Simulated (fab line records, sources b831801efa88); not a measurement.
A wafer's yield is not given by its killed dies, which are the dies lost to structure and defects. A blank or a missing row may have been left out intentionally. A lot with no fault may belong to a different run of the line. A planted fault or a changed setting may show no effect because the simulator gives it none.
A single fault, viewed from 2 desks	flow gf180mcu	numbers are kept per desk, each desk with only its own; the story behind them comes last

AT THE TOOL OWNER'S DESK: cmp-01
The tool's own readings at GF_V3_CMP_04 (polishes SiO2): means of the sampled wafers that have a number, for each lot that ran on this tool. If a lot's mean is further than 4 standard deviations from the usual mean, the lot is out of limits and carries the mark OUT (the distance appears in the brackets).
Columns: A = motor-current-A at GF_V3_CMP_04, usual 11.9 A; B = time-to-endpoint-s at GF_V3_CMP_04, usual 81 s
lot	first seen here	A	B
L216	day 21 11:55	12.9	77
L220	day 23 07:14	12.6	82
L221	day 23 09:43	12.6	85
L226	day 24 23:52	12.5	76
L235	day 28 00:28	13.0	80
L236	day 28 05:14	12.6	111 (+6.1) OUT
L237	day 28 10:40	12.4	108 (+5.5) OUT
This desk finds L236, L237 out of limits, L236 being first, at day 28 05:14 (time-to-endpoint-s at GF_V3_CMP_04). L216, L220, L221, L226, L235 stayed within limits.

METROLOGY DESK
Lot by lot, what the gauges showed, no matter which tool ran the lot: averages of those sampled wafers that carry a number. If a lot's mean is further than 4 standard deviations from the usual mean, the lot is out of limits and carries the mark OUT (the distance appears in the brackets).
Columns: A = V3_CVD_02_THK at GF_V3_THK_MEAS_03, usual 849 nm; B = cd-nm at GF_V3_CD_MEAS_14, usual 259.4 nm
lot	first seen here	A	B
L216	day 21 11:52	843	258.5
L219	day 22 18:47	855	259.4
L220	day 23 07:11	850	257.1
L221	day 23 09:36	856	258.3
L226	day 24 23:46	831	260.5
L227	day 25 18:32	845	258.2
L230	day 26 11:22	843	260.4
L234	day 27 14:38	847	259.4
L235	day 28 00:17	843	259.9
L236	day 28 05:05	847	259.2
L237	day 28 10:36	848	259.6
L238	day 29 04:59	854	258.7
Result from this desk: across the 12 lots, nothing is out of limits.

BROUGHT TOGETHER
An alarm could have come from the tool owner's desk at day 28 05:14, on L236, L237.
Nothing out of limits was seen by the metrology desk.
The metrology desk has L236, L237 on record, within its limits.
Of the lots named, all ran GF_V3_CMP_04 on cmp-01.

WHAT WAS PUT IN BY THE SIMULATOR
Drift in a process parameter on cmp-01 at GF_V3_CMP_04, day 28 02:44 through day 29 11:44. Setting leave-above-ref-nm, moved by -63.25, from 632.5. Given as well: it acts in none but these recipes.
Shown lots that were struck: L236, L237.
Each desk's first reading out of limits, in hours after the fault started: the tool owner's desk, 3.
